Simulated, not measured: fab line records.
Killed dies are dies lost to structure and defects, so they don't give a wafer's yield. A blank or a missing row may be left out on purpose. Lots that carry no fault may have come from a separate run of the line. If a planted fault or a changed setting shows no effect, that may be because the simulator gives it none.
Which tool did it? || flow gf180mcu || Sampling: 10 lots, 30 wafers, 3 of 602 route steps

WHAT THE GAUGES SHOWED, per wafer
GF_V4_RS_MEAS_24: a four-point-probe measurement.
{"lot": "L660", "measured": "day 24 03:19", "on": "film-metro-01", "V4_W_RS (ohm/sq)": "0.334 0.327 0.328"}
{"lot": "L661", "measured": "day 24 18:10", "on": "film-metro-01", "V4_W_RS (ohm/sq)": "0.325 0.324 0.323"}
{"lot": "L662", "measured": "day 25 09:20", "on": "film-metro-03", "V4_W_RS (ohm/sq)": "0.331 0.333 0.333"}
{"lot": "L664", "measured": "day 25 12:16", "on": "film-metro-02", "V4_W_RS (ohm/sq)": "0.325 0.325 0.328"}
{"lot": "L667", "measured": "day 26 22:25", "on": "film-metro-02", "V4_W_RS (ohm/sq)": "0.327 0.323 0.326"}
{"lot": "L669", "measured": "day 27 08:14", "on": "film-metro-01", "V4_W_RS (ohm/sq)": "0.325 0.328 0.330"}
{"lot": "L675", "measured": "day 29 04:06", "on": "film-metro-03", "V4_W_RS (ohm/sq)": "0.332 0.330 0.331"}
{"lot": "L680", "measured": "day 30 16:40", "on": "film-metro-01", "V4_W_RS (ohm/sq)": "0.460 0.328 0.454 0.460 0.327 0.454"}
{"lot": "L681", "measured": "day 31 01:10", "on": "film-metro-03", "V4_W_RS (ohm/sq)": "0.459 0.462 0.324 0.459 0.462 0.325"}
{"lot": "L683", "measured": "day 31 11:27", "on": "film-metro-03", "V4_W_RS (ohm/sq)": "0.326 0.331 0.330"}

WHAT TOOL EACH LOT RAN ON (gives the tool, then ch and the chambers of the sampled wafers, and finally the start)
{"lot": "L660", "GF_V4_ETCH_17": "rie-diel-04 ch 2,3, day 24 03:13 or earlier", "GF_V4_CVD_23": "cvd-w-02 ch 0,1, day 24 03:13"}
{"lot": "L661", "GF_V4_ETCH_17": "rie-diel-01 ch 1,2, day 24 18:04 or earlier", "GF_V4_CVD_23": "cvd-w-02 ch 0,1, day 24 18:04"}
{"lot": "L662", "GF_V4_ETCH_17": "rie-diel-03 ch 0,1,2, day 25 09:13 or earlier", "GF_V4_CVD_23": "cvd-w-02 ch 0,1, day 25 09:13"}
{"lot": "L664", "GF_V4_ETCH_17": "rie-diel-03 ch 0,1,3, day 25 12:09 or earlier", "GF_V4_CVD_23": "cvd-w-01 ch 0,1, day 25 12:09"}
{"lot": "L667", "GF_V4_ETCH_17": "rie-diel-01 ch 0,1,3, day 26 22:17 or earlier", "GF_V4_CVD_23": "cvd-w-01 ch 0,1, day 26 22:17"}
{"lot": "L669", "GF_V4_ETCH_17": "rie-diel-03 ch 0,2,3, day 27 08:01 or earlier", "GF_V4_CVD_23": "cvd-w-02 ch 0, day 27 08:01"}
{"lot": "L675", "GF_V4_ETCH_17": "rie-diel-04 ch 1,3, day 29 03:58 or earlier", "GF_V4_CVD_23": "cvd-w-02 ch 0,1, day 29 03:58"}
{"lot": "L680", "GF_V4_ETCH_17": "rie-diel-04 ch 1,2, day 30 16:33 or earlier", "GF_V4_CVD_23": "cvd-w-01 ch 0,1, day 30 16:33"}
{"lot": "L681", "GF_V4_ETCH_17": "rie-diel-01 ch 0,3, day 31 01:04 or earlier", "GF_V4_CVD_23": "cvd-w-01 ch 0,1, day 31 01:04"}
{"lot": "L683", "GF_V4_ETCH_17": "rie-diel-01 ch 0,1,2, day 31 11:20 or earlier", "GF_V4_CVD_23": "cvd-w-02 ch 0,1, day 31 11:20"}
- GF_V4_ETCH_17: etches SiO2 in C4F8/O2/Ar, stops on TiN, target depth 630 nm.
- GF_V4_CVD_23: deposits W, target thk 350 nm, time 104.9 s.

THE ANSWER, worked out from the rows above alone
Rule: usual is defined by the lots themselves. Put in order of their means at a reading, lots are off if they are a third of the lots or fewer, leave a main group of 4 or more, and stand apart from it by a gap of 3 or more times the standard deviation of the main group's means; of several such gaps the widest counts. A main group is skipped when, at the precision printed for the reading in the tables above, its means are all equal. A lot without any number at a reading at which 4 lots or more have one is off too. The other lots that the step has rows for count as sound.
Off: L680, L681, at GF_V4_RS_MEAS_24 (V4_W_RS). Main group: mean 0.328 ohm/sq, sd 0.0027.
If a tool, at a process step before that reading, ran all the lots that are off and no sound lot after the first of them, it fits. Gauges at GF_V4_RS_MEAS_24: tried the same way as those tools. Because GF_V4_ETCH_17 lacks a start for some lots, the hours and order of its lots are taken from GF_V4_CVD_23. One fits: GF_V4_CVD_23 on cvd-w-01. Its last sound lot is L667 (day 26 22:17), its first lot that is off L680 (day 30 16:33): a fault that began between those two fits.

WHAT THE SIMULATOR PUT IN
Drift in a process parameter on cvd-w-01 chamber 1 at GF_V4_CVD_23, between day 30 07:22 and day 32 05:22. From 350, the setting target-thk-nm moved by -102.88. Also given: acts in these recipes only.
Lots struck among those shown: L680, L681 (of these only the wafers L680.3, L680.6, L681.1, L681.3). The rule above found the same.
